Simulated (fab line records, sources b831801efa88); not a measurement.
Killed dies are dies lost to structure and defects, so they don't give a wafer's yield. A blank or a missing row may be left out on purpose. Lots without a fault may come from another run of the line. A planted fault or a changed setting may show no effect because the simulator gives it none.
fab line records | flow sky130
record lots=5 wafers=15 last_day=49
route steps=708 shown VIA4@642 METAL5@661
lots that met no fault: from a run of the same line without faults
start_h: hours from the record's first day to the start of the lot's first wafer shown | wait_h: hours since the lot's step before | " the same as in the row above | L1.1+2: a row that stands for several wafers | - no value, or no start given | * or withheld: withheld | < > ~ a bound
route shown NAME@n: a module of which the file shows steps, and the number in the route of the first | usual: mean/standard deviation of fault-free wafers | same: alike in all rows | chamber/n: place in a boat | sites: the reading at each site | _std_site: their standard deviation | _edge_site: outer sites' mean less inner sites' | radius_mm: how far each site lies from the wafer's centre | mask NAME#n: copy n | behind: the tool/chamber that last shaped the wafer | hold: why the lot was held/for how many hours/how that ended | device: the transistor (n, p or np) that didn't switch | end of line: the same wafers' tests at the end of the route | a step without rows: its recipe alone | killed: dies lost to structure and defects at the first sort, not the wafer's yield | map: a wafer's dies, x killed, . not, _ none there
set.NAME: the setting as run; set.NAME@STEP: as run at that earlier step | model.NAME: the simulator's own value behind a step, which no gauge read
lots at some steps of the route; a table a step, a row a wafer
services: from which hour (start_h, from the record's first day; less than 0 if before it) a tool's chamber was out of use, for how many hours, and why
## steps
# step SKY_VIA4_BOW_MEAS_03
# recipe mode=bow
# usual VIA4_BOW=79/8.2
# columns lot.wafer tool chamber start_h wait_h VIA4_BOW[um]
L079.1 film_metro-03 - 1021.92 0.2 77
L079.3 " - " " 79
L079.4 " - " " 74
L084.2 film_metro-02 - 1056.33 0.2 63
L084.4 " - " " 68
L084.5 " - " " 69
L088.2 film_metro-03 - 1084.33 0.2 75
L088.5 " - " " 84
L088.6 " - " " 76
L087.4 film_metro-01 - 1085.94 0.3 84
L087.5 " - " " 69
L087.6 " - " " 75
L089.1 film_metro-03 - 1088.81 0.1 75
L089.3 " - " " 76
L089.4 " - " " 78
# step SKY_VIA4_DEHYDRATE_04
# recipe temp_c=200 time_s=60
# columns lot.wafer tool chamber start_h wait_h
L079.1+3+4 litho_track-04 0 1033.33 11.4
L084.2+4+5 litho_track-01 0 1066.07 9.7
L088.2+5+6 litho_track-01 0 1094.02 9.7
L087.4+5+6 litho_track-03 0 1095.02 9.1
L089.1+3+4 litho_track-04 0 1098.88 10.0
# step SKY_VIA4_HMDS_05
# recipe prime_time_s=60 prime_temp_c=120
# columns lot.wafer tool chamber start_h wait_h
L079.1+3+4 litho_track-04 0 1033.48 0.1
L084.2+4+5 litho_track-01 0 1066.22 0.1
L088.2+5+6 litho_track-01 0 1094.17 0.1
L087.4+5+6 litho_track-03 0 1095.17 0.1
L089.1+3+4 litho_track-04 0 1099.03 0.1
# step SKY_VIA4_COAT_06
# recipe resist=NOVOLAK spin_rpm=3000 resist_thk_nm=1140
# columns lot.wafer tool chamber start_h wait_h
L079.1+3+4 litho_track-04 0 1033.63 0.1
L084.2+4+5 litho_track-01 0 1066.37 0.1
L088.2+5+6 litho_track-01 0 1094.32 0.1
L087.4+5+6 litho_track-03 0 1095.32 0.1
L089.1+3+4 litho_track-04 0 1099.18 0.1
# step SKY_VIA4_SOFTBAKE_07
# recipe temp_c=90 time_s=60 resist=NOVOLAK
# columns lot.wafer tool chamber start_h wait_h
L079.1+3+4 litho_track-04 0 1033.78 0.1
L084.2+4+5 litho_track-01 0 1066.52 0.1
L088.2+5+6 litho_track-01 0 1094.47 0.1
L087.4+5+6 litho_track-03 0 1095.47 0.1
L089.1+3+4 litho_track-04 0 1099.33 0.1
# step SKY_VIA4_EXPOSE_08
# recipe mask_id=VIM4 na=0.6 source_shape=conventional sigma_outer=0.6 polarization=unpolarized target_cd_nm=800 dose_mj=132
# columns lot.wafer tool chamber start_h wait_h mask
L079.1+3+4 iline_stepper-02 0 - - VIM4#0
L084.2+4+5 iline_stepper-01 0 - - VIM4#0
L088.2+5+6 iline_stepper-02 0 - - VIM4#0
L087.4+5+6 iline_stepper-01 0 - - VIM4#0
L089.1+3+4 iline_stepper-02 0 - - VIM4#0
# step SKY_VIA4_PEB_09
# recipe temp_c=withheld time_s=* resist=NOVOLAK
# columns lot.wafer tool chamber start_h wait_h
L079.1+3+4 litho_track-01 0 - -
L084.2+4+5 litho_track-03 0 - -
L088.2+5+6 litho_track-04 0 - -
L087.4+5+6 litho_track-01 0 - -
L089.1+3+4 litho_track-04 0 - -
# step SKY_VIA4_DEVELOP_10
# recipe resist=NOVOLAK developer=TMAH develop_time_s=60 dev_temp_c=23
# columns lot.wafer tool chamber start_h wait_h
L079.1+3+4 litho_track-01 0 1044.90 0.1
L084.2+4+5 litho_track-03 0 1077.02 0.1
L088.2+5+6 litho_track-04 0 1104.46 0.1
L087.4+5+6 litho_track-01 0 1105.82 0.1
L089.1+3+4 litho_track-04 0 1109.18 0.1
# step SKY_VIA4_OVL_MEAS_11
# usual VIA4_OVL=0.6/1.3
# columns lot.wafer tool chamber start_h wait_h VIA4_OVL[nm]
L079.1 overlay-01 - 1045.05 0.1 1.9
L079.3 " - " " 3.6
L079.4 " - " " 1.3
L084.2 overlay-02 - 1077.16 0.1 0.3
L084.4 " - " " 0.6
L084.5 " - " " 1.1
L088.2 overlay-02 - 1104.59 0.1 -0.1
L088.5 " - " " -0.8
L088.6 " - " " 0.0
L087.4 overlay-02 - 1105.92 0.1 1.3
L087.5 " - " " 0.7
L087.6 " - " " 2.6
L089.1 overlay-01 - 1109.33 0.1 -1.7
L089.3 " - " " -1.0
L089.4 " - " " -0.7
# step SKY_VIA4_ETCH_12
# recipe target=SiO2 chemistry=C4F8/O2/Ar stop_on=TiN mask_material=NOVOLAK source_w=1500 bias_w=1200 pressure_mtorr=40 c4f8_flow_sccm=withheld O2_flow_sccm=6 Ar_flow_sccm=300 time_s=withheld target_depth_a=5800
# usual oes_product_au=0.925/0.0048
# columns lot.wafer tool chamber start_h wait_h oes_product_au
L079.1 rie_diel-02 0 1045.08 0.0 0.926
L079.3 " 3 " " 0.926
L079.4 " 1 " " 0.931
L084.2 rie_diel-04 2 1077.19 0.0 0.925
L084.4 " 3 " " 0.927
L084.5 " 1 " " 0.920
L088.2 rie_diel-04 3 1104.62 0.0 0.924
L088.5 " 1 " " 0.927
L088.6 " 2 " " 0.923
L087.4 rie_diel-04 1 1105.94 0.0 0.921
L087.5 " 3 " " 0.923
L087.6 " 0 " " 0.926
L089.1 rie_diel-03 0 1109.37 0.0 0.921
L089.3 " 1 " " 0.921
L089.4 " 2 " " 0.931
# step SKY_VIA4_STRIP_13
# recipe chemistry=O2/N2 power_w=1400 pressure_mtorr=1500 platen_temp_c=withheld o2_flow_sccm=3000 n2_flow_sccm=300 overash_fraction=0.5
# usual drypump_motor_current_A=5.47/0.29 oes_product_au=0.709/0.0046 strip_time_to_endpoint_s=12.812/0.028
# columns lot.wafer tool chamber start_h wait_h drypump_motor_current_A oes_product_au rf_hours_counter_h strip_time_to_endpoint_s
L079.1 plasma_asher-03 0 1045.16 - 4.86 0.713 121 12.830
L079.3 " 0 " " 4.87 0.699 - 12.798
L079.4 " 1 " " 5.23 0.712 - 12.820
L084.2 plasma_asher-03 0 1077.26 - 4.86 0.707 1 12.787
L084.4 " 0 " " 4.86 0.704 - 12.816
L084.5 " 0 " " 4.87 0.708 - 12.787
L088.2 plasma_asher-04 0 1104.69 - 5.66 0.708 92 12.807
L088.5 " 1 " " 5.59 0.711 - 12.818
L088.6 " 0 " " 5.63 0.706 - 12.784
L087.4 plasma_asher-04 1 1106.04 - 5.60 0.701 - 12.890
L087.5 " 0 " " 5.65 0.707 - 12.820
L087.6 " 1 " " 5.59 0.709 - 12.859
L089.1 plasma_asher-03 1 1109.44 - 5.26 0.701 5 12.815
L089.3 " 1 " " 5.24 0.705 - 12.810
L089.4 " 0 " " 4.87 0.704 - 12.820
# step SKY_VIA4_STRIP_14
# recipe chemistry=post_etch_residue_remover time_s=1200 temp_c=72.5
# usual bath_heat_duty_pct=15.0/2
# columns lot.wafer tool chamber start_h wait_h bath_heat_duty_pct
L079.1 wet_bench-01 1 1045.36 0.2 12.9
L079.3 " 1 " " 13.1
L079.4 " 1 " " 12.0
L084.2 wet_bench-02 0 1077.36 0.1 14.4
L084.4 " 0 " " 13.7
L084.5 " 0 " " 14.6
L088.2 wet_bench-01 1 1104.79 0.1 11.4
L088.5 " 1 " " 12.4
L088.6 " 1 " " 11.4
L087.4 wet_bench-04 3 1106.11 0.0 14.3
L087.5 " 3 " " 14.4
L087.6 " 3 " " 14.6
L089.1 wet_bench-04 3 1109.54 0.1 13.3
L089.3 " 3 " " 12.1
L089.4 " 3 " " 15.6
# step SKY_VIA4_CLEAN_15
# recipe chemistry=IPA time_s=180 temp_c=25
# usual bath_heat_duty_pct=6.1/0.91
# columns lot.wafer tool chamber start_h wait_h bath_heat_duty_pct
L079.1 wet_bench-02 3 1045.73 0.0 5.0
L079.3 " 3 " " 5.1
L079.4 " 3 " " 5.2
L084.2 wet_bench-01 2 1077.70 0.0 7.0
L084.4 " 2 " " 7.2
L084.5 " 2 " " 6.6
L088.2 wet_bench-04 0 1105.16 0.0 6.7
L088.5 " 0 " " 6.2
L088.6 " 0 " " 7.0
L087.4 wet_bench-01 1 1106.48 0.0 4.7
L087.5 " 1 " " 5.4
L087.6 " 1 " " 5.0
L089.1 wet_bench-02 2 1109.95 0.0 5.2
L089.3 " 2 " " 6.0
L089.4 " 2 " " 7.1
# step SKY_VIA4_CLEAN_16
# recipe chemistry=O3/DIW dry=n2_spin
# columns lot.wafer tool chamber start_h wait_h
L079.1+3+4 wet_bench-01 3 1045.85 0.0
L084.2+4+5 wet_bench-02 2 1077.77 0.0
L088.2+5+6 wet_bench-01 0 1105.23 0.0
L087.4+5+6 wet_bench-02 2 1106.54 0.0
L089.1+3+4 wet_bench-04 3 1110.00 0.0
# step SKY_VIA4_SPUTTER_17
# recipe material=TiN target_thk_nm=20 chamber_pressure_pa=5 power_w=4000 time_s=80
# usual chamber_pressure_pa=5.001/0.0099 throttle_valve_pct=30.2/0.9
# columns lot.wafer tool chamber start_h wait_h chamber_pressure_pa throttle_valve_pct
L079.1 pvd_sputter-01 - 1045.95 0.0 4.988 30.0
L079.3 " - " " 5.004 28.9
L079.4 " - " " 4.996 32.2
L084.2 pvd_sputter-04 - 1077.86 0.0 5.006 29.8
L084.4 " - " " 5.008 30.5
L084.5 " - " " 5.004 29.3
L088.2 pvd_sputter-04 - 1105.33 0.0 5.009 30.1
L088.5 " - " " 4.996 30.2
L088.6 " - " " 4.987 31.1
L087.4 pvd_sputter-04 - 1106.64 0.0 4.992 30.1
L087.5 " - " " 4.996 31.0
L087.6 " - " " 4.999 29.9
L089.1 pvd_sputter-01 - 1110.11 0.0 4.995 31.7
L089.3 " - " " 4.982 29.9
L089.4 " - " " 5.012 28.7
# step SKY_VIA4_CVD_18
# recipe material=W target_thk_nm=505 time_s=152.14 temp_c=400 pressure_torr=40
# usual chamber_pressure_Torr=40.03/0.092 heater_power_w=887/88
# columns lot.wafer tool chamber start_h wait_h chamber_pressure_Torr heater_power_w
L079.1 cvd_w-02 1 1046.01 0.0 40.02 753
L079.3 " 0 " " 39.96 901
L079.4 " 1 " " 40.00 760
L084.2 cvd_w-02 1 1077.92 0.0 40.06 764
L084.4 " 1 " " 40.13 756
L084.5 " 0 " " 40.21 913
L088.2 cvd_w-01 0 1105.39 0.0 39.90 979
L088.5 " 1 " " 40.12 909
L088.6 " 0 " " 39.96 1012
L087.4 cvd_w-02 1 1106.75 0.1 40.07 753
L087.5 " 1 " " 40.09 757
L087.6 " 0 " " 40.04 917
L089.1 cvd_w-02 1 1110.17 0.0 40.10 748
L089.3 " 1 " " 40.03 751
L089.4 " 0 " " 40.08 896
# step SKY_VIA4_RS_MEAS_19
# recipe thk_meas_gauge=four-point-probe reads=W_of_VIA4_CVD_18+TiN_of_VIA4_SPUTTER_17
# usual VIA4_W_RS=0.2283/0.0025
# columns lot.wafer tool chamber start_h wait_h VIA4_W_RS[ohm/sq]
L079.1 film_metro-03 - 1046.16 0.1 0.2286
L079.3 " - " " 0.2295
L079.4 " - " " 0.2283
L084.2 film_metro-01 - 1078.09 0.1 0.2250
L084.4 " - " " 0.2281
L084.5 " - " " 0.2284
L088.2 film_metro-01 - 1105.56 0.1 0.2285
L088.5 " - " " 0.2293
L088.6 " - " " 0.2313
L087.4 film_metro-03 - 1106.91 0.1 0.2245
L087.5 " - " " 0.2259
L087.6 " - " " 0.2274
L089.1 film_metro-01 - 1110.33 0.1 0.2274
L089.3 " - " " 0.2266
L089.4 " - " " 0.2276
# step SKY_VIA4_THK_MEAS_20
# recipe thk_meas_gauge=xrf reads=W_of_VIA4_CVD_18
# usual VIA4_W_THK=510/6.9
# columns lot.wafer tool chamber start_h wait_h VIA4_W_THK[nm]
L079.1 film_metro-03 - 1046.28 0.1 510
L079.3 " - " " 505
L079.4 " - " " 506
L084.2 film_metro-01 - 1078.20 0.1 511
L084.4 " - " " 504
L084.5 " - " " 506
L088.2 film_metro-01 - 1105.67 0.1 510
L088.5 " - " " 506
L088.6 " - " " 501
L087.4 film_metro-03 - 1107.00 0.1 519
L087.5 " - " " 519
L087.6 " - " " 514
L089.1 film_metro-01 - 1110.45 0.1 510
L089.3 " - " " 516
L089.4 " - " " 513
# step SKY_VIA4_CMP_21
# recipe stop_on=SiO2 t_overpolish_s=25 down_force_psi=3.5 platen_rpm=60 target_thk_nm=0 pad_velocity_m_s=0.94248
# usual motor_current_A=11.6/1.1 overpolish_run_s=25.000/0.0086 platen_rpm=60.00/0.039 slurry_flow_ml_min=150.1/0.46 time_to_endpoint_s=119/3.4
# columns lot.wafer tool chamber start_h wait_h motor_current_A overpolish_run_s platen_rpm slurry_flow_ml_min time_to_endpoint_s
L079.1 cmp-02 3 1046.39 0.1 12.2 24.995 59.96 150.3 123
L079.3 " 0 " " 13.8 25.008 59.98 150.0 118
L079.4 " 1 " " 11.7 25.027 60.03 150.3 118
L084.4 cmp-02 0 1078.30 0.1 13.7 24.990 60.01 149.9 124
L084.2 " 1 " " 11.8 24.999 60.01 150.1 122
L084.5 " 0 " " 13.6 24.996 60.01 150.3 128
L088.2 cmp-02 3 1106.12 0.4 12.3 24.999 60.01 150.4 115
L088.6 " 0 " " 13.7 25.010 60.02 149.7 116
L088.5 " 1 " " 11.6 24.996 59.95 150.9 119
L087.4 cmp-01 0 1107.13 0.1 10.3 25.007 60.07 150.3 122
L087.5 " 0 " " 10.6 24.990 59.99 150.7 119
L087.6 " 1 " " 11.8 25.018 60.02 149.7 118
L089.1 cmp-01 0 1110.51 0.1 9.8 25.018 59.97 149.9 122
L089.4 " 1 " " 12.4 25.003 59.99 149.4 120
L089.3 " 2 " " 11.7 24.992 59.99 150.1 115
# step SKY_METAL5_SPUTTER_00
# recipe material=Ti target_thk_nm=15 power_w=3000 time_s=10 chamber_pressure_pa=0.4
# usual chamber_pressure_pa=0.4000/0.00081 throttle_valve_pct=30.0/1.5
# columns lot.wafer tool chamber start_h wait_h chamber_pressure_pa throttle_valve_pct
L079.1 pvd_sputter-04 - 1046.64 0.2 0.4008 30.7
L079.3 " - " " 0.3993 30.2
L079.4 " - " " 0.4002 29.3
L084.2 pvd_sputter-03 - 1078.55 0.1 0.4009 30.3
L084.4 " - " " 0.3990 28.1
L084.5 " - " " 0.3988 32.5
L088.2 pvd_sputter-03 - 1106.27 0.1 0.3995 30.2
L088.5 " - " " 0.3994 27.8
L088.6 " - " " 0.3986 32.3
L087.4 pvd_sputter-03 - 1107.43 0.2 0.4007 32.5
L087.5 " - " " 0.4007 32.6
L087.6 " - " " 0.4000 28.0
L089.1 pvd_sputter-01 - 1110.81 0.2 0.4007 30.2
L089.3 " - " " 0.3994 28.6
L089.4 " - " " 0.4000 32.0
# step SKY_METAL5_SPUTTER_01
# recipe material=TiN target_thk_nm=20 power_w=6500 time_s=16.7 chamber_pressure_pa=0.4
# usual chamber_pressure_pa=0.4000/0.0008 throttle_valve_pct=30.1/1.5
# columns lot.wafer tool chamber start_h wait_h chamber_pressure_pa throttle_valve_pct
L079.1 pvd_sputter-04 - 1046.66 0.0 0.3993 30.8
L079.3 " - " " 0.4009 30.4
L079.4 " - " " 0.3987 29.5
L084.2 pvd_sputter-03 - 1078.58 0.0 0.4001 30.4
L084.4 " - " " 0.4005 28.2
L084.5 " - " " 0.3993 32.6
L088.2 pvd_sputter-03 - 1106.30 0.0 0.4012 30.0
L088.5 " - " " 0.3999 27.7
L088.6 " - " " 0.4003 32.6
L087.4 pvd_sputter-03 - 1107.45 0.0 0.3999 32.5
L087.5 " - " " 0.4006 32.4
L087.6 " - " " 0.4005 27.9
L089.1 pvd_sputter-01 - 1110.83 0.0 0.4005 30.3
L089.3 " - " " 0.4010 28.7
L089.4 " - " " 0.3992 31.9
# step SKY_METAL5_SPUTTER_02
# recipe material=AlCu target_thk_nm=1150 power_w=10600 time_s=61.2 chamber_pressure_pa=0.4
# usual chamber_pressure_pa=0.3999/0.00087 throttle_valve_pct=30.0/1.5
# columns lot.wafer tool chamber start_h wait_h chamber_pressure_pa throttle_valve_pct
L079.1 pvd_sputter-04 - 1046.69 0.0 0.4000 30.5
L079.3 " - " " 0.3997 30.1
L079.4 " - " " 0.4000 29.3
L084.2 pvd_sputter-03 - 1078.60 0.0 0.4003 30.3
L084.4 " - " " 0.3991 27.9
L084.5 " - " " 0.3996 32.6
L088.2 pvd_sputter-03 - 1106.32 0.0 0.4005 30.4
L088.5 " - " " 0.3997 27.6
L088.6 " - " " 0.3993 32.9
L087.4 pvd_sputter-03 - 1107.48 0.0 0.4002 32.6
L087.5 " - " " 0.3997 32.4
L087.6 " - " " 0.3992 28.0
L089.1 pvd_sputter-01 - 1110.85 0.0 0.4004 30.1
L089.3 " - " " 0.4002 28.7
L089.4 " - " " 0.3995 31.8
# step SKY_METAL5_SPUTTER_03
# recipe material=Ti target_thk_nm=5 power_w=3000 time_s=3.3 chamber_pressure_pa=0.4
# usual chamber_pressure_pa=0.4000/0.00081 throttle_valve_pct=30.0/1.5
# columns lot.wafer tool chamber start_h wait_h chamber_pressure_pa throttle_valve_pct
L079.1 pvd_sputter-04 - 1046.74 0.0 0.3994 30.8
L079.3 " - " " 0.3994 29.9
L079.4 " - " " 0.4005 29.3
L084.2 pvd_sputter-03 - 1078.65 0.0 0.4001 30.1
L084.4 " - " " 0.4002 28.2
L084.5 " - " " 0.3993 32.4
L088.2 pvd_sputter-03 - 1106.37 0.0 0.4002 30.2
L088.5 " - " " 0.4002 27.8
L088.6 " - " " 0.3993 32.3
L087.4 pvd_sputter-03 - 1107.53 0.0 0.4001 32.5
L087.5 " - " " 0.4020 32.4
L087.6 " - " " 0.4001 27.8
L089.1 pvd_sputter-01 - 1110.90 0.0 0.3999 30.4
L089.3 " - " " 0.4009 28.7
L089.4 " - " " 0.3997 32.1
# step SKY_METAL5_SPUTTER_04
# recipe material=TiN target_thk_nm=70 power_w=6500 time_s=58.3 chamber_pressure_pa=0.4
# usual chamber_pressure_pa=0.4001/0.00079 throttle_valve_pct=30.0/1.5
# columns lot.wafer tool chamber start_h wait_h chamber_pressure_pa throttle_valve_pct
L079.1 pvd_sputter-04 - 1046.76 0.0 0.4007 30.9
L079.3 " - " " 0.3997 30.3
L079.4 " - " " 0.4009 29.3
L084.2 pvd_sputter-03 - 1078.67 0.0 0.4004 30.2
L084.4 " - " " 0.3989 28.1
L084.5 " - " " 0.3987 32.4
L088.2 pvd_sputter-03 - 1106.39 0.0 0.3998 30.2
L088.5 " - " " 0.4001 27.9
L088.6 " - " " 0.4006 32.3
L087.4 pvd_sputter-03 - 1107.54 0.0 0.3997 32.1
L087.5 " - " " 0.4009 32.1
L087.6 " - " " 0.4005 27.8
L089.1 pvd_sputter-01 - 1110.92 0.0 0.4005 30.2
L089.3 " - " " 0.4004 28.7
L089.4 " - " " 0.3993 31.8
# step SKY_METAL5_RS_MEAS_05
# recipe thk_meas_gauge=four-point-probe reads=TiN_of_METAL5_SPUTTER_04+Ti_of_METAL5_SPUTTER_03+AlCu_of_METAL5_SPUTTER_02+TiN_of_METAL5_SPUTTER_01+Ti_of_METAL5_SPUTTER_00
# usual METAL5_ALCU_RS=0.02695/0.00028
# columns lot.wafer tool chamber start_h wait_h METAL5_ALCU_RS[ohm/sq]
L079.1 film_metro-04 - 1046.81 0.0 0.02677
L079.3 " - " " 0.02682
L079.4 " - " " 0.02673
L084.2 film_metro-03 - 1078.74 0.0 0.02712
L084.4 " - " " 0.02703
L084.5 " - " " 0.02656
L088.2 film_metro-03 - 1106.46 0.0 0.02672
L088.5 " - " " 0.02691
L088.6 " - " " 0.02627
L087.4 film_metro-04 - 1107.65 0.1 0.02672
L087.5 " - " " 0.02654
L087.6 " - " " 0.02724
L089.1 film_metro-04 - 1110.97 0.0 0.02701
L089.3 " - " " 0.02712
L089.4 " - " " 0.02718
# step SKY_METAL5_THK_MEAS_06
# recipe thk_meas_gauge=xrf reads=AlCu_of_METAL5_SPUTTER_02
# usual METAL5_ALCU_THK=1166/13
# columns lot.wafer tool chamber start_h wait_h METAL5_ALCU_THK[nm]
L079.1 film_metro-04 - 1046.93 0.1 1174
L079.3 " - " " 1171
L079.4 " - " " 1173
L084.2 film_metro-03 - 1078.85 0.1 1159
L084.4 " - " " 1168
L084.5 " - " " 1186
L088.2 film_metro-03 - 1106.57 0.1 1172
L088.5 " - " " 1165
L088.6 " - " " 1188
L087.4 film_metro-04 - 1107.74 0.1 1183
L087.5 " - " " 1187
L087.6 " - " " 1162
L089.1 film_metro-04 - 1111.09 0.1 1167
L089.3 " - " " 1162
L089.4 " - " " 1160
# step SKY_METAL5_DEHYDRATE_07
# recipe temp_c=200 time_s=60
# columns lot.wafer tool chamber start_h wait_h
L079.1+3+4 litho_track-02 0 1057.09 10.2
L084.2+4+5 litho_track-02 0 1088.87 10.0
L088.2+5+6 litho_track-02 0 1115.77 9.2
L087.4+5+6 litho_track-02 0 1117.37 9.6
L089.1+3+4 litho_track-01 0 1120.30 9.2
# step SKY_METAL5_HMDS_08
# recipe prime_time_s=60 prime_temp_c=120
# columns lot.wafer tool chamber start_h wait_h
L079.1+3+4 litho_track-02 0 1057.24 0.1
L084.2+4+5 litho_track-02 0 1089.02 0.1
L088.2+5+6 litho_track-02 0 1115.92 0.1
L087.4+5+6 litho_track-02 0 1117.52 0.1
L089.1+3+4 litho_track-01 0 1120.45 0.1
# step SKY_METAL5_COAT_09
# recipe resist=NOVOLAK spin_rpm=3000 resist_thk_nm=1800
# columns lot.wafer tool chamber start_h wait_h
L079.1+3+4 litho_track-02 0 1057.39 0.1
L084.2+4+5 litho_track-02 0 1089.17 0.1
L088.2+5+6 litho_track-02 0 1116.07 0.1
L087.4+5+6 litho_track-02 0 1117.67 0.1
L089.1+3+4 litho_track-01 0 1120.60 0.1
# step SKY_METAL5_SOFTBAKE_10
# recipe temp_c=90 time_s=60 resist=NOVOLAK
# columns lot.wafer tool chamber start_h wait_h
L079.1+3+4 litho_track-02 0 1057.54 0.1
L084.2+4+5 litho_track-02 0 1089.32 0.1
L088.2+5+6 litho_track-02 0 1116.22 0.1
L087.4+5+6 litho_track-02 0 1117.82 0.1
L089.1+3+4 litho_track-01 0 1120.75 0.1
# step SKY_METAL5_EXPOSE_11
# recipe mask_id=MM5 na=0.6 source_shape=conventional sigma_outer=0.6 polarization=unpolarized target_cd_nm=1600 dose_mj=190
# columns lot.wafer tool chamber start_h wait_h mask
L079.1+3+4 iline_stepper-01 0 - - MM5#0
L084.2+4+5 iline_stepper-01 0 - - MM5#0
L088.2+5+6 iline_stepper-01 0 - - MM5#0
L087.4+5+6 iline_stepper-02 0 - - MM5#0
L089.1+3+4 iline_stepper-01 0 - - MM5#0
# step SKY_METAL5_PEB_12
# recipe temp_c=withheld time_s=* resist=NOVOLAK
# columns lot.wafer tool chamber start_h wait_h
L079.1+3+4 litho_track-04 0 - -
L084.2+4+5 litho_track-01 0 - -
L088.2+5+6 litho_track-04 0 - -
L087.4+5+6 litho_track-01 0 - -
L089.1+3+4 litho_track-04 0 - -
# step SKY_METAL5_DEVELOP_13
# recipe resist=NOVOLAK developer=TMAH develop_time_s=60 dev_temp_c=23
# columns lot.wafer tool chamber start_h wait_h
L079.1+3+4 litho_track-04 0 1067.63 0.1
L084.2+4+5 litho_track-01 0 1099.47 0.1
L088.2+5+6 litho_track-04 0 1125.76 0.1
L087.4+5+6 litho_track-01 0 1127.47 0.1
L089.1+3+4 litho_track-04 0 1130.63 0.1
# step SKY_METAL5_DESCUM_14
# recipe chemistry=O2 source_power_w=150 bias_power_w=0 pressure_mtorr=10 temp_c=40 time_s=11
# usual drypump_motor_current_A=5.7/0.36 oes_product_au=1.003/0.011
# columns lot.wafer tool chamber start_h wait_h drypump_motor_current_A oes_product_au rf_hours_counter_h
L079.1 rie_metal-01 1 1067.78 0.1 5.8 1.006 18
L079.3 " 0 " " 5.8 1.019 -
L079.4 " 1 " " 5.8 1.002 -
L084.2 rie_metal-02 1 1099.60 0.1 5.8 1.000 19
L084.4 " 0 " " 5.0 0.992 -
L084.5 " 0 " " 5.0 0.985 -
L088.2 rie_metal-04 1 1125.88 0.1 5.6 1.005 15
L088.5 " 0 " " 6.2 1.001 -
L088.6 " 1 " " 5.6 1.013 -
L087.4 rie_metal-04 0 1127.56 0.1 6.2 1.004 -
L087.5 " 0 " " 6.2 1.002 -
L087.6 " 1 " " 5.5 1.003 -
L089.1 rie_metal-04 1 1130.78 0.1 5.6 1.007 17
L089.3 " 1 " " 5.6 1.003 -
L089.4 " 0 " " 6.2 1.001 -
# step SKY_METAL5_METAL_ETCH_15
# recipe target_depth_a=12600 stop_on=SiO2 over_etch_frac=0.2 time_s=252 chemistry=Cl2/BCl3 resist_sidewall_deg=86 pressure_mtorr=10 icp_w=900 bias_w=48.5 Cl2_flow_sccm=60 bcl3_flow_sccm=30
# usual drypump_motor_current_A=5.7/0.36 oes_product_au=0.894/0.0048 throttle_valve_pct=22.264/0.0092
# columns lot.wafer tool chamber start_h wait_h drypump_motor_current_A oes_product_au rf_hours_counter_h throttle_valve_pct
L079.1 rie_metal-01 1 1067.81 0.0 5.8 0.889 18 22.265
L079.3 " 0 " " 5.8 0.894 - 22.257
L079.4 " 1 " " 5.8 0.901 - 22.260
L084.2 rie_metal-02 1 1099.63 0.0 5.8 0.892 19 22.272
L084.4 " 0 " " 5.0 0.902 - 22.280
L084.5 " 0 " " 4.9 0.894 - 22.261
L088.2 rie_metal-04 1 1125.91 0.0 5.6 0.902 16 22.258
L088.5 " 0 " " 6.2 0.890 - 22.255
L088.6 " 1 " " 5.6 0.893 - 22.263
L087.4 rie_metal-04 0 1127.66 0.1 6.1 0.896 - 22.283
L087.5 " 0 " " 6.2 0.900 - 22.271
L087.6 " 1 " " 5.6 0.890 - 22.264
L089.1 rie_metal-04 1 1130.81 0.0 5.6 0.892 17 22.267
L089.3 " 1 " " 5.6 0.896 - 22.294
L089.4 " 0 " " 6.2 0.892 - 22.265
# step SKY_METAL5_STRIP_16
# recipe chemistry=O2/N2 power_w=1400 pressure_mtorr=1500 platen_temp_c=withheld o2_flow_sccm=3000 n2_flow_sccm=300 overash_fraction=0.5
# usual drypump_motor_current_A=5.79/0.17 oes_product_au=0.710/0.005 strip_time_to_endpoint_s=13.01/0.13
# columns lot.wafer tool chamber start_h wait_h drypump_motor_current_A oes_product_au rf_hours_counter_h strip_time_to_endpoint_s
L079.1 plasma_asher-01 0 1068.05 0.2 5.93 0.706 64 13.04
L079.3 " 0 " " 5.92 0.713 - 12.81
L079.4 " 1 " " 6.00 0.713 - 12.97
L084.2 plasma_asher-04 0 1099.87 0.2 5.69 0.708 91 12.98
L084.4 " 0 " " 5.66 0.713 - 13.24
L084.5 " 1 " " 5.60 0.704 - 13.12
L088.2 plasma_asher-01 0 1126.15 0.2 5.96 0.713 70 13.03
L088.5 " 0 " " 5.97 0.721 - 13.04
L088.6 " 1 " " 5.97 0.706 - 12.99
L087.4 plasma_asher-02 0 1127.85 0.1 5.77 0.715 - 12.91
L087.5 " 0 " " 5.81 0.711 - 12.98
L087.6 " 1 " " 5.55 0.705 - 12.90
L089.1 plasma_asher-04 1 1131.05 0.2 5.58 0.715 94 13.01
L089.3 " 0 " " 5.65 0.715 - 12.95
L089.4 " 1 " " 5.60 0.716 - 13.04
# step SKY_METAL5_STRIP_17
# recipe chemistry=post_etch_residue_remover time_s=1200 temp_c=72.5
# usual bath_heat_duty_pct=14.5/1.5
# columns lot.wafer tool chamber start_h wait_h bath_heat_duty_pct
L079.1 wet_bench-04 1 1068.15 0.1 15.6
L079.3 " 1 " " 14.8
L079.4 " 1 " " 16.8
L084.2 wet_bench-01 3 1099.97 0.1 15.1
L084.4 " 3 " " 14.3
L084.5 " 3 " " 14.8
L088.2 wet_bench-04 1 1126.25 0.1 16.2
L088.5 " 1 " " 15.9
L088.6 " 1 " " 15.9
L087.4 wet_bench-04 3 1127.92 0.0 14.8
L087.5 " 3 " " 14.3
L087.6 " 3 " " 14.1
L089.1 wet_bench-04 3 1131.15 0.1 14.9
L089.3 " 3 " " 14.5
L089.4 " 3 " " 13.1
## services
# columns tool chamber start_h hours kind
plasma_asher-01 - 1018.76 2.5 repair
cmp-02 - 1038.02 2.4 repair
rie_metal-02 - 1040.70 2.8 pm
iline_stepper-01 - 1046.21 5.1 repair
plasma_asher-03 - 1055.25 9.0 pm
cmp-01 - 1058.34 13.8 repair
cvd_w-01 - 1063.79 28.1 pm
rie_metal-04 - 1069.75 14.6 pm
pvd_sputter-04 - 1081.99 4.6 repair
cmp-01 - 1085.20 4.0 pm
rie_metal-04 - 1089.41 1.4 pm
plasma_asher-04 - 1091.74 0.8 repair
rie_diel-03 - 1093.18 2.8 pm
plasma_asher-02 - 1094.19 4.5 repair
rie_diel-02 3 1098.13 1.5 repair
cvd_w-02 - 1099.12 0.7 repair
cvd_w-01 - 1100.12 0.8 repair
pvd_sputter-01 - 1100.88 7.1 repair
rie_diel-03 - 1101.04 7.3 repair
cmp-01 - 1102.95 3.9 pm
plasma_asher-04 - 1106.86 3.1 repair
cvd_w-01 - 1107.18 0.7 repair
rie_metal-02 - 1119.68 14.6 pm
iline_stepper-02 - 1126.75 1.7 pm
## key
fault none
